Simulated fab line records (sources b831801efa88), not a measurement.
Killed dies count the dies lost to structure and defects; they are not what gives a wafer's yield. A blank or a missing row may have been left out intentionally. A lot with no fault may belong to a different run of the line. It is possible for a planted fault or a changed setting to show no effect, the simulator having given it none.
The tool behind it: which one? + flow gf180mcu + Sampling: 7 lots, 21 wafers, 2 of 602 route steps

== WHAT THE GAUGES READ, wafer by wafer ==
GF_V5_CD_MEAS_14 targets a cd of 260 nm.
| lot  | measured     | on        | cd nm (nm)        |
|------|--------------|-----------|-------------------|
| L163 | day 28 01:55 | cd sem-02 | 260.0 259.9 259.6 |
| L165 | day 28 09:27 | cd sem-02 | 261.3 261.0 261.9 |
| L169 | day 29 16:36 | cd sem-01 | 260.9 260.2 259.3 |
| L172 | day 30 09:56 | cd sem-01 | 258.7 257.9 258.2 |
| L174 | day 30 20:00 | cd sem-02 | 259.9 260.1 261.2 |
| L177 | day 31 16:55 | cd sem-02 | 261.1 261.7 260.9 |
| L185 | day 33 10:39 | cd sem-01 | 259.7 259.1 259.8 |

== TOOL THAT RAN EACH LOT (tool first, then ch and the chambers of the sampled wafers, then the start) ==
| lot  | GF_DUAL_GATE_OXIDATION_15     |
|------|-------------------------------|
| L163 | furnace-02 ch 0, day 9 04:50  |
| L165 | furnace-02 ch 0, day 9 11:29  |
| L169 | furnace-02 ch 0, day 10 16:59 |
| L172 | furnace-02 ch 0, day 11 07:55 |
| L174 | furnace-02 ch 0, day 11 21:31 |
| L177 | furnace-02 ch 0, day 12 18:05 |
| L185 | furnace-01 ch 0, day 14 23:18 |
- GF_DUAL_GATE_OXIDATION_15: stabilise 600 s, purge 300 s, target thk 7.098 nm.

== THE ANSWER, worked out from the rows above alone ==
Rule: what is usual is taken from the lots themselves. The widest of any qualifying gaps counts: lots, ordered by their means at a reading, are off when they make up no more than a third of the lots, leave a main group of 4 or more, and stand apart from it by 3 or more times the standard deviation of that group's means. A main group is skipped when, at the precision printed for the reading in the tables above, its means are all equal. Also off: a lot with no number at a reading for which 4 or more lots have one. Where the step has rows for the other lots, those lots are counted as sound.
None of the lots is off at any reading shown; this tells nothing.

== WHAT HAD BEEN PUT IN BY THE SIMULATOR ==
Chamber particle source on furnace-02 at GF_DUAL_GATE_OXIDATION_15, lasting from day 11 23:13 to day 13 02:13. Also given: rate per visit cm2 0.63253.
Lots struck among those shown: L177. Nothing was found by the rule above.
